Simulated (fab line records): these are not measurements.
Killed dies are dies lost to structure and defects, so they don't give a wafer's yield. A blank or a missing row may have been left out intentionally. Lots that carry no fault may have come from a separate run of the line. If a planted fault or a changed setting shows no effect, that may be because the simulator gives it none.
fab line records / flow gf180mcu / part 2 of 2: steps 27 to 35 of 35
record: lots: 5 wafers: 15 last-day: 34
route steps=602 shown VT_IMPLANT@140 DUAL_GATE@141 POLY_GATE@157
lots that met no fault: from a run of the same line without faults
start-h: hours from the record's opening day to when the first of the lot's shown wafers began / wait-h: hours elapsed since this lot's preceding step / " unchanged from the row above / L1.1+2: a row that stands for several wafers / - value missing, or start not given / * or withheld: withheld / < > ~ a bound
route shown NAME@n: names a module that has steps shown in the file, with the first one's number in the route / usual: mean/standard deviation taken from wafers without a fault / same: alike in all rows / chamber/n: place in a boat / sites: per-site readings / _std_site: how widely they spread, as a standard deviation / _edge_site: outer sites' mean less inner sites' / radius-mm: how far each site lies from the wafer's centre / mask NAME#n: copy n / behind: the tool/chamber that last shaped the wafer / hold: cause of the lot's hold/its duration in hours/its outcome / device: which transistor (n, p or np) failed to switch / end of line: the tests these same wafers got at the end of their route / a step with no rows: only its recipe / killed: count of dies lost to structure and defects at first sort (not the wafer's yield) / map: a wafer's dies, marking killed ones x, the rest . and places with no die _
set.NAME: the run value of the setting; set.NAME@STEP: its run value at that earlier step / model.NAME: the simulator's own value behind a step, which no gauge read
lots seen at some steps along the route; tables by step, rows by wafer
services: a tool's chamber out of use, with start hour (start-h, from the record's first day; less than 0 if before it), hours out, and reason
== steps ==
step: GF_POLY_GATE_DEVELOP_09
recipe: develop-time-s: 60 resist: KrF dev-temp-c: 21
usual: exhaust-pa: 45.1/0.84 resist-line-temp-C: 23.01/0.1
lot.wafer=L078.1 tool=litho-track-01 chamber=0 start-h=224.65 wait-h=0.2 exhaust-pa=44.4 resist-line-temp-C=22.92
lot.wafer=L078.2 tool=litho-track-01 chamber=0 start-h=224.65 wait-h=0.2 exhaust-pa=44.8 resist-line-temp-C=22.88
lot.wafer=L078.4 tool=litho-track-01 chamber=0 start-h=224.65 wait-h=0.2 exhaust-pa=44.4 resist-line-temp-C=22.93
lot.wafer=L082.3 tool=litho-track-03 chamber=0 start-h=254.05 wait-h=0.1 exhaust-pa=44.9 resist-line-temp-C=22.94
lot.wafer=L082.4 tool=litho-track-03 chamber=0 start-h=254.05 wait-h=0.1 exhaust-pa=44.1 resist-line-temp-C=22.92
lot.wafer=L082.6 tool=litho-track-03 chamber=0 start-h=254.05 wait-h=0.1 exhaust-pa=44.9 resist-line-temp-C=23.00
lot.wafer=L083.1 tool=litho-track-03 chamber=0 start-h=260.00 wait-h=0.2 exhaust-pa=45.2 resist-line-temp-C=23.05
lot.wafer=L083.4 tool=litho-track-03 chamber=0 start-h=260.00 wait-h=0.2 exhaust-pa=45.5 resist-line-temp-C=23.02
lot.wafer=L083.5 tool=litho-track-03 chamber=0 start-h=260.00 wait-h=0.2 exhaust-pa=45.1 resist-line-temp-C=22.93
lot.wafer=L095.2 tool=litho-track-03 chamber=0 start-h=346.98 wait-h=0.2 exhaust-pa=44.7 resist-line-temp-C=22.90
lot.wafer=L095.4 tool=litho-track-03 chamber=0 start-h=346.98 wait-h=0.2 exhaust-pa=44.6 resist-line-temp-C=22.87
lot.wafer=L095.5 tool=litho-track-03 chamber=0 start-h=346.98 wait-h=0.2 exhaust-pa=45.1 resist-line-temp-C=23.08
lot.wafer=L097.2 tool=litho-track-02 chamber=0 start-h=360.77 wait-h=0.2 exhaust-pa=44.9 resist-line-temp-C=22.99
lot.wafer=L097.3 tool=litho-track-02 chamber=0 start-h=360.77 wait-h=0.2 exhaust-pa=45.4 resist-line-temp-C=23.03
lot.wafer=L097.4 tool=litho-track-02 chamber=0 start-h=360.77 wait-h=0.2 exhaust-pa=45.4 resist-line-temp-C=23.09
step: GF_POLY_GATE_CD_MEAS_10
recipe: target-cd-nm: 280
usual: cd-nm: 279.8/1.1
lot.wafer=L078.1 tool=cd-sem-02 chamber=- start-h=224.80 wait-h=0.1 cd-nm=277.1
lot.wafer=L078.2 tool=cd-sem-02 chamber=- start-h=224.80 wait-h=0.1 cd-nm=279.3
lot.wafer=L078.4 tool=cd-sem-02 chamber=- start-h=224.80 wait-h=0.1 cd-nm=279.6
lot.wafer=L082.3 tool=cd-sem-01 chamber=- start-h=254.19 wait-h=0.1 cd-nm=280.3
lot.wafer=L082.4 tool=cd-sem-01 chamber=- start-h=254.19 wait-h=0.1 cd-nm=280.3
lot.wafer=L082.6 tool=cd-sem-01 chamber=- start-h=254.19 wait-h=0.1 cd-nm=278.5
lot.wafer=L083.1 tool=cd-sem-01 chamber=- start-h=260.15 wait-h=0.1 cd-nm=281.1
lot.wafer=L083.4 tool=cd-sem-01 chamber=- start-h=260.15 wait-h=0.1 cd-nm=280.9
lot.wafer=L083.5 tool=cd-sem-01 chamber=- start-h=260.15 wait-h=0.1 cd-nm=282.8
lot.wafer=L095.2 tool=cd-sem-02 chamber=- start-h=347.12 wait-h=0.1 cd-nm=279.6
lot.wafer=L095.4 tool=cd-sem-02 chamber=- start-h=347.12 wait-h=0.1 cd-nm=280.2
lot.wafer=L095.5 tool=cd-sem-02 chamber=- start-h=347.12 wait-h=0.1 cd-nm=279.9
lot.wafer=L097.2 tool=cd-sem-01 chamber=- start-h=360.98 wait-h=0.2 cd-nm=279.5
lot.wafer=L097.3 tool=cd-sem-01 chamber=- start-h=360.98 wait-h=0.2 cd-nm=278.4
lot.wafer=L097.4 tool=cd-sem-01 chamber=- start-h=360.98 wait-h=0.2 cd-nm=279.0
step: GF_POLY_GATE_OVL_MEAS_11
usual: POLY_GATE_OVL: 0/5
lot.wafer=L078.1 tool=overlay-02 chamber=- start-h=224.92 wait-h=0.1 POLY_GATE_OVL[nm]=-8
lot.wafer=L078.2 tool=overlay-02 chamber=- start-h=224.92 wait-h=0.1 POLY_GATE_OVL[nm]=4
lot.wafer=L078.4 tool=overlay-02 chamber=- start-h=224.92 wait-h=0.1 POLY_GATE_OVL[nm]=-2
lot.wafer=L082.3 tool=overlay-01 chamber=- start-h=254.29 wait-h=0.1 POLY_GATE_OVL[nm]=-1
lot.wafer=L082.4 tool=overlay-01 chamber=- start-h=254.29 wait-h=0.1 POLY_GATE_OVL[nm]=0
lot.wafer=L082.6 tool=overlay-01 chamber=- start-h=254.29 wait-h=0.1 POLY_GATE_OVL[nm]=-2
lot.wafer=L083.1 tool=overlay-01 chamber=- start-h=260.27 wait-h=0.1 POLY_GATE_OVL[nm]=-3
lot.wafer=L083.4 tool=overlay-01 chamber=- start-h=260.27 wait-h=0.1 POLY_GATE_OVL[nm]=-7
lot.wafer=L083.5 tool=overlay-01 chamber=- start-h=260.27 wait-h=0.1 POLY_GATE_OVL[nm]=-4
lot.wafer=L095.2 tool=overlay-02 chamber=- start-h=347.23 wait-h=0.1 POLY_GATE_OVL[nm]=-5
lot.wafer=L095.4 tool=overlay-02 chamber=- start-h=347.23 wait-h=0.1 POLY_GATE_OVL[nm]=0
lot.wafer=L095.5 tool=overlay-02 chamber=- start-h=347.23 wait-h=0.1 POLY_GATE_OVL[nm]=3
lot.wafer=L097.2 tool=overlay-01 chamber=- start-h=361.08 wait-h=0.1 POLY_GATE_OVL[nm]=6
lot.wafer=L097.3 tool=overlay-01 chamber=- start-h=361.08 wait-h=0.1 POLY_GATE_OVL[nm]=8
lot.wafer=L097.4 tool=overlay-01 chamber=- start-h=361.08 wait-h=0.1 POLY_GATE_OVL[nm]=4
step: GF_POLY_GATE_ETCH_12
recipe: chemistry: N2/H2 target-depth-a: withheld overetch-a: withheld time-s: withheld target: BARC ion-energy-ev: 200 source-w: 500 bias-w: 100 pressure-mtorr: 30 n2-flow-sccm: 100 h2-flow-sccm: 200
usual: drypump-motor-current-A: 5.6/0.33 oes-product-au: 0.736/0.005 throttle-valve-pct: 13.215/0.0085
lot.wafer=L078.1 tool=rie-diel-04 chamber=0 start-h=224.96 wait-h=0.0 drypump-motor-current-A=5.4 oes-product-au=0.735 throttle-valve-pct=13.209
lot.wafer=L078.2 tool=rie-diel-04 chamber=2 start-h=224.96 wait-h=0.0 drypump-motor-current-A=6.2 oes-product-au=0.737 throttle-valve-pct=13.215
lot.wafer=L078.4 tool=rie-diel-04 chamber=0 start-h=224.96 wait-h=0.0 drypump-motor-current-A=5.4 oes-product-au=0.734 throttle-valve-pct=13.215
lot.wafer=L082.3 tool=rie-diel-02 chamber=1 start-h=254.31 wait-h=0.0 drypump-motor-current-A=5.9 oes-product-au=0.733 throttle-valve-pct=13.234
lot.wafer=L082.4 tool=rie-diel-02 chamber=3 start-h=254.31 wait-h=0.0 drypump-motor-current-A=5.4 oes-product-au=0.735 throttle-valve-pct=13.202
lot.wafer=L082.6 tool=rie-diel-02 chamber=2 start-h=254.31 wait-h=0.0 drypump-motor-current-A=5.9 oes-product-au=0.742 throttle-valve-pct=13.208
lot.wafer=L083.1 tool=rie-diel-03 chamber=1 start-h=260.31 wait-h=0.0 drypump-motor-current-A=5.2 oes-product-au=0.733 throttle-valve-pct=13.205
lot.wafer=L083.4 tool=rie-diel-03 chamber=2 start-h=260.31 wait-h=0.0 drypump-motor-current-A=5.4 oes-product-au=0.734 throttle-valve-pct=13.215
lot.wafer=L083.5 tool=rie-diel-03 chamber=3 start-h=260.31 wait-h=0.0 drypump-motor-current-A=5.8 oes-product-au=0.732 throttle-valve-pct=13.213
lot.wafer=L095.2 tool=rie-diel-04 chamber=3 start-h=347.26 wait-h=0.0 drypump-motor-current-A=5.0 oes-product-au=0.735 throttle-valve-pct=13.208
lot.wafer=L095.4 tool=rie-diel-04 chamber=0 start-h=347.26 wait-h=0.0 drypump-motor-current-A=5.4 oes-product-au=0.739 throttle-valve-pct=13.211
lot.wafer=L095.5 tool=rie-diel-04 chamber=2 start-h=347.26 wait-h=0.0 drypump-motor-current-A=6.2 oes-product-au=0.746 throttle-valve-pct=13.221
lot.wafer=L097.2 tool=rie-diel-04 chamber=0 start-h=361.11 wait-h=0.0 drypump-motor-current-A=5.4 oes-product-au=0.742 throttle-valve-pct=13.218
lot.wafer=L097.3 tool=rie-diel-04 chamber=2 start-h=361.11 wait-h=0.0 drypump-motor-current-A=6.1 oes-product-au=0.743 throttle-valve-pct=13.230
lot.wafer=L097.4 tool=rie-diel-04 chamber=3 start-h=361.11 wait-h=0.0 drypump-motor-current-A=5.0 oes-product-au=0.731 throttle-valve-pct=13.229
step: GF_POLY_GATE_ETCH_13
recipe: target: poly-Si target-depth-nm: 198.5 stop-on: SiO2 over-etch-frac: 0.403 chemistry: HBr/Cl2 icp-w: 400 bias-w: 100 pressure-mtorr: 10 HBr_flow_sccm: 150 Cl2_flow_sccm: 50 time-s: 69.6
usual: drypump-motor-current-A: 5.9/0.4 he-backside-leak-sccm: 2.73/0.21 oes-product-au: 0.992/0.0071 throttle-valve-pct: 33.684/0.0094
lot.wafer=L078.1 tool=rie-si-01 chamber=3 start-h=225.01 wait-h=- drypump-motor-current-A=5.3 he-backside-leak-sccm=2.75 oes-product-au=1.001 rf-hours-counter-h=23 throttle-valve-pct=33.680
lot.wafer=L078.2 tool=rie-si-01 chamber=1 start-h=225.01 wait-h=- drypump-motor-current-A=5.9 he-backside-leak-sccm=3.14 oes-product-au=1.003 rf-hours-counter-h=3 throttle-valve-pct=33.691
lot.wafer=L078.4 tool=rie-si-01 chamber=1 start-h=225.01 wait-h=- drypump-motor-current-A=5.9 he-backside-leak-sccm=2.96 oes-product-au=0.999 rf-hours-counter-h=- throttle-valve-pct=33.679
lot.wafer=L082.3 tool=rie-si-01 chamber=3 start-h=254.36 wait-h=- drypump-motor-current-A=5.3 he-backside-leak-sccm=2.93 oes-product-au=1.002 rf-hours-counter-h=23 throttle-valve-pct=33.685
lot.wafer=L082.4 tool=rie-si-01 chamber=2 start-h=254.36 wait-h=- drypump-motor-current-A=5.8 he-backside-leak-sccm=2.99 oes-product-au=0.995 rf-hours-counter-h=0 throttle-valve-pct=33.693
lot.wafer=L082.6 tool=rie-si-01 chamber=3 start-h=254.36 wait-h=- drypump-motor-current-A=5.3 he-backside-leak-sccm=2.94 oes-product-au=0.993 rf-hours-counter-h=- throttle-valve-pct=33.683
lot.wafer=L083.1 tool=rie-si-01 chamber=3 start-h=260.36 wait-h=- drypump-motor-current-A=5.3 he-backside-leak-sccm=3.05 oes-product-au=0.997 rf-hours-counter-h=23 throttle-valve-pct=33.685
lot.wafer=L083.4 tool=rie-si-01 chamber=2 start-h=260.36 wait-h=- drypump-motor-current-A=5.8 he-backside-leak-sccm=2.81 oes-product-au=0.987 rf-hours-counter-h=0 throttle-valve-pct=33.690
lot.wafer=L083.5 tool=rie-si-01 chamber=0 start-h=260.36 wait-h=- drypump-motor-current-A=5.7 he-backside-leak-sccm=2.71 oes-product-au=0.983 rf-hours-counter-h=- throttle-valve-pct=33.683
lot.wafer=L095.2 tool=rie-si-02 chamber=0 start-h=347.31 wait-h=- drypump-motor-current-A=6.4 he-backside-leak-sccm=2.63 oes-product-au=0.989 rf-hours-counter-h=58 throttle-valve-pct=33.693
lot.wafer=L095.4 tool=rie-si-02 chamber=3 start-h=347.31 wait-h=- drypump-motor-current-A=6.1 he-backside-leak-sccm=2.71 oes-product-au=0.975 rf-hours-counter-h=2 throttle-valve-pct=33.681
lot.wafer=L095.5 tool=rie-si-02 chamber=0 start-h=347.31 wait-h=- drypump-motor-current-A=6.4 he-backside-leak-sccm=2.58 oes-product-au=0.988 rf-hours-counter-h=- throttle-valve-pct=33.689
lot.wafer=L097.2 tool=rie-si-01 chamber=3 start-h=361.16 wait-h=- drypump-motor-current-A=5.3 he-backside-leak-sccm=2.93 oes-product-au=0.988 rf-hours-counter-h=24 throttle-valve-pct=33.674
lot.wafer=L097.3 tool=rie-si-01 chamber=1 start-h=361.16 wait-h=- drypump-motor-current-A=5.9 he-backside-leak-sccm=2.74 oes-product-au=1.013 rf-hours-counter-h=5 throttle-valve-pct=33.689
lot.wafer=L097.4 tool=rie-si-01 chamber=2 start-h=361.16 wait-h=- drypump-motor-current-A=5.8 he-backside-leak-sccm=2.90 oes-product-au=1.007 rf-hours-counter-h=1 throttle-valve-pct=33.698
step: GF_POLY_GATE_STRIP_14
recipe: chemistry: O2/N2 power-w: 1400 pressure-mtorr: 1500 platen-temp-c: 250 o2-flow-sccm: 3000 n2-flow-sccm: 300 overash-fraction: 0.5
usual: drypump-motor-current-A: 6.1/0.31 heater-power-w: 356/28 oes-product-au: 0.505/0.0047
lot.wafer=L078.1 tool=plasma-asher-01 chamber=0 start-h=225.07 wait-h=0.0 drypump-motor-current-A=6.6 heater-power-w=320 oes-product-au=0.510 rf-hours-counter-h=11
lot.wafer=L078.2 tool=plasma-asher-01 chamber=1 start-h=225.07 wait-h=0.0 drypump-motor-current-A=5.8 heater-power-w=356 oes-product-au=0.512 rf-hours-counter-h=11
lot.wafer=L078.4 tool=plasma-asher-01 chamber=1 start-h=225.07 wait-h=0.0 drypump-motor-current-A=5.7 heater-power-w=354 oes-product-au=0.501 rf-hours-counter-h=-
lot.wafer=L082.3 tool=plasma-asher-01 chamber=0 start-h=254.45 wait-h=0.1 drypump-motor-current-A=6.6 heater-power-w=321 oes-product-au=0.513 rf-hours-counter-h=-
lot.wafer=L082.4 tool=plasma-asher-01 chamber=1 start-h=254.45 wait-h=0.1 drypump-motor-current-A=5.8 heater-power-w=362 oes-product-au=0.502 rf-hours-counter-h=-
lot.wafer=L082.6 tool=plasma-asher-01 chamber=1 start-h=254.45 wait-h=0.1 drypump-motor-current-A=5.8 heater-power-w=357 oes-product-au=0.503 rf-hours-counter-h=-
lot.wafer=L083.1 tool=plasma-asher-02 chamber=0 start-h=260.42 wait-h=0.0 drypump-motor-current-A=5.9 heater-power-w=350 oes-product-au=0.507 rf-hours-counter-h=45
lot.wafer=L083.4 tool=plasma-asher-02 chamber=0 start-h=260.42 wait-h=0.0 drypump-motor-current-A=5.9 heater-power-w=336 oes-product-au=0.516 rf-hours-counter-h=-
lot.wafer=L083.5 tool=plasma-asher-02 chamber=1 start-h=260.42 wait-h=0.0 drypump-motor-current-A=6.1 heater-power-w=379 oes-product-au=0.510 rf-hours-counter-h=-
lot.wafer=L095.2 tool=plasma-asher-01 chamber=0 start-h=347.37 wait-h=0.0 drypump-motor-current-A=6.6 heater-power-w=319 oes-product-au=0.510 rf-hours-counter-h=24
lot.wafer=L095.4 tool=plasma-asher-01 chamber=0 start-h=347.37 wait-h=0.0 drypump-motor-current-A=6.6 heater-power-w=312 oes-product-au=0.512 rf-hours-counter-h=-
lot.wafer=L095.5 tool=plasma-asher-01 chamber=0 start-h=347.37 wait-h=0.0 drypump-motor-current-A=6.6 heater-power-w=320 oes-product-au=0.502 rf-hours-counter-h=-
lot.wafer=L097.2 tool=plasma-asher-02 chamber=1 start-h=361.22 wait-h=0.0 drypump-motor-current-A=6.1 heater-power-w=374 oes-product-au=0.497 rf-hours-counter-h=54
lot.wafer=L097.3 tool=plasma-asher-02 chamber=1 start-h=361.22 wait-h=0.0 drypump-motor-current-A=6.1 heater-power-w=372 oes-product-au=0.510 rf-hours-counter-h=-
lot.wafer=L097.4 tool=plasma-asher-02 chamber=0 start-h=361.22 wait-h=0.0 drypump-motor-current-A=5.9 heater-power-w=343 oes-product-au=0.507 rf-hours-counter-h=-
step: GF_POLY_GATE_CLEAN_15
recipe: chemistry: SC1/SC2 mix: 1:4:20 temp-c: 70 time-s: 150 dry: n2-spin
lot.wafer=L078.1+2+4 tool=wet-bench-03 chamber=1 start-h=225.17 wait-h=0.1
lot.wafer=L082.3+4+6 tool=wet-bench-04 chamber=1 start-h=254.52 wait-h=0.0
lot.wafer=L083.1+4+5 tool=wet-bench-03 chamber=0 start-h=260.52 wait-h=0.1
lot.wafer=L095.2+4+5 tool=wet-bench-03 chamber=2 start-h=347.47 wait-h=0.1
lot.wafer=L097.2+3+4 tool=wet-bench-03 chamber=3 start-h=361.32 wait-h=0.1
step: GF_POLY_GATE_OXIDATION_16
recipe: temp-c: 850 ambient: O2 stabilise-s: 600 purge-s: 300 target-thk-a: 40 ox-time-s: 899
usual: ox-temp-c: 850.0/0.38
same: stabilise-s: 600
lot.wafer=L078.1 tool=furnace-02 chamber=0 start-h=226.29 wait-h=1.1 ox-temp-c=850.2
lot.wafer=L078.2 tool=furnace-02 chamber=0 start-h=226.29 wait-h=1.1 ox-temp-c=850.2
lot.wafer=L078.4 tool=furnace-02 chamber=0 start-h=226.29 wait-h=1.1 ox-temp-c=849.9
lot.wafer=L082.3 tool=furnace-02 chamber=0 start-h=254.57 wait-h=0.0 ox-temp-c=849.3
lot.wafer=L082.4 tool=furnace-02 chamber=0 start-h=254.57 wait-h=0.0 ox-temp-c=849.1
lot.wafer=L082.6 tool=furnace-02 chamber=0 start-h=254.57 wait-h=0.0 ox-temp-c=849.0
lot.wafer=L083.1 tool=furnace-02 chamber=0 start-h=261.40 wait-h=0.8 ox-temp-c=850.6
lot.wafer=L083.4 tool=furnace-02 chamber=0 start-h=261.40 wait-h=0.8 ox-temp-c=850.1
lot.wafer=L083.5 tool=furnace-02 chamber=0 start-h=261.40 wait-h=0.8 ox-temp-c=850.0
lot.wafer=L095.2 tool=furnace-01 chamber=0 start-h=347.94 wait-h=0.4 ox-temp-c=850.0
lot.wafer=L095.4 tool=furnace-01 chamber=0 start-h=347.94 wait-h=0.4 ox-temp-c=849.5
lot.wafer=L095.5 tool=furnace-01 chamber=0 start-h=347.94 wait-h=0.4 ox-temp-c=849.3
lot.wafer=L097.2 tool=furnace-01 chamber=0 start-h=361.66 wait-h=0.3 ox-temp-c=850.1
lot.wafer=L097.3 tool=furnace-01 chamber=0 start-h=361.66 wait-h=0.3 ox-temp-c=849.5
lot.wafer=L097.4 tool=furnace-01 chamber=0 start-h=361.66 wait-h=0.3 ox-temp-c=849.6
step: GF_POLY_GATE_THK_MEAS_17
recipe: reads: SiO2_of_POLY_GATE_OXIDATION_16
usual: POLY_GATE_OXIDATION_THK: 3.98/0.083
lot.wafer=L078.1 tool=film-metro-03 chamber=- start-h=227.54 wait-h=0.0 POLY_GATE_OXIDATION_THK[nm]=3.92
lot.wafer=L078.2 tool=film-metro-03 chamber=- start-h=227.54 wait-h=0.0 POLY_GATE_OXIDATION_THK[nm]=3.97
lot.wafer=L078.4 tool=film-metro-03 chamber=- start-h=227.54 wait-h=0.0 POLY_GATE_OXIDATION_THK[nm]=3.89
lot.wafer=L082.3 tool=film-metro-03 chamber=- start-h=255.84 wait-h=0.0 POLY_GATE_OXIDATION_THK[nm]=3.97
lot.wafer=L082.4 tool=film-metro-03 chamber=- start-h=255.84 wait-h=0.0 POLY_GATE_OXIDATION_THK[nm]=3.99
lot.wafer=L082.6 tool=film-metro-03 chamber=- start-h=255.84 wait-h=0.0 POLY_GATE_OXIDATION_THK[nm]=3.96
lot.wafer=L083.1 tool=film-metro-02 chamber=- start-h=262.65 wait-h=0.0 POLY_GATE_OXIDATION_THK[nm]=3.91
lot.wafer=L083.4 tool=film-metro-02 chamber=- start-h=262.65 wait-h=0.0 POLY_GATE_OXIDATION_THK[nm]=3.92
lot.wafer=L083.5 tool=film-metro-02 chamber=- start-h=262.65 wait-h=0.0 POLY_GATE_OXIDATION_THK[nm]=3.93
lot.wafer=L095.2 tool=film-metro-04 chamber=- start-h=349.20 wait-h=0.0 POLY_GATE_OXIDATION_THK[nm]=3.98
lot.wafer=L095.4 tool=film-metro-04 chamber=- start-h=349.20 wait-h=0.0 POLY_GATE_OXIDATION_THK[nm]=4.00
lot.wafer=L095.5 tool=film-metro-04 chamber=- start-h=349.20 wait-h=0.0 POLY_GATE_OXIDATION_THK[nm]=4.05
lot.wafer=L097.2 tool=film-metro-02 chamber=- start-h=362.92 wait-h=0.0 POLY_GATE_OXIDATION_THK[nm]=3.96
lot.wafer=L097.3 tool=film-metro-02 chamber=- start-h=362.92 wait-h=0.0 POLY_GATE_OXIDATION_THK[nm]=3.98
lot.wafer=L097.4 tool=film-metro-02 chamber=- start-h=362.92 wait-h=0.0 POLY_GATE_OXIDATION_THK[nm]=3.99
== services ==
tool=krf-scanner-01 chamber=- start-h=161.50 hours=1.9 kind=repair
tool=krf-scanner-01 chamber=- start-h=182.79 hours=0.2 kind=repair
tool=furnace-01 chamber=- start-h=187.91 hours=2.7 kind=pm
tool=krf-scanner-01 chamber=- start-h=190.61 hours=1.0 kind=pm
tool=rie-si-01 chamber=1 start-h=202.32 hours=13.6 kind=repair
tool=rie-diel-04 chamber=1 start-h=216.18 hours=9.2 kind=repair
tool=krf-scanner-01 chamber=- start-h=225.60 hours=4.0 kind=pm
tool=krf-scanner-01 chamber=- start-h=231.35 hours=3.6 kind=pm
tool=krf-scanner-01 chamber=- start-h=237.21 hours=1.5 kind=repair
tool=krf-scanner-01 chamber=- start-h=256.70 hours=0.8 kind=pm
tool=plasma-asher-01 chamber=- start-h=257.96 hours=2.8 kind=pm
tool=furnace-01 chamber=- start-h=270.07 hours=3.2 kind=pm
tool=krf-scanner-01 chamber=- start-h=293.71 hours=1.0 kind=pm
tool=rie-si-01 chamber=0 start-h=301.81 hours=0.9 kind=repair
tool=iline-stepper-01 chamber=- start-h=305.96 hours=1.7 kind=pm
tool=krf-scanner-01 chamber=- start-h=315.35 hours=1.3 kind=pm
tool=rie-diel-04 chamber=1 start-h=315.51 hours=8.7 kind=repair
tool=furnace-01 chamber=- start-h=316.28 hours=3.4 kind=pm
tool=plasma-asher-01 chamber=- start-h=321.21 hours=6.6 kind=repair
tool=plasma-asher-03 chamber=- start-h=336.43 hours=11.6 kind=pm
tool=furnace-02 chamber=- start-h=345.66 hours=3.6 kind=pm
tool=rie-si-01 chamber=- start-h=351.19 hours=1.3 kind=repair
tool=plasma-asher-01 chamber=- start-h=354.45 hours=0.4 kind=repair
tool=krf-scanner-01 chamber=- start-h=359.61 hours=1.0 kind=pm
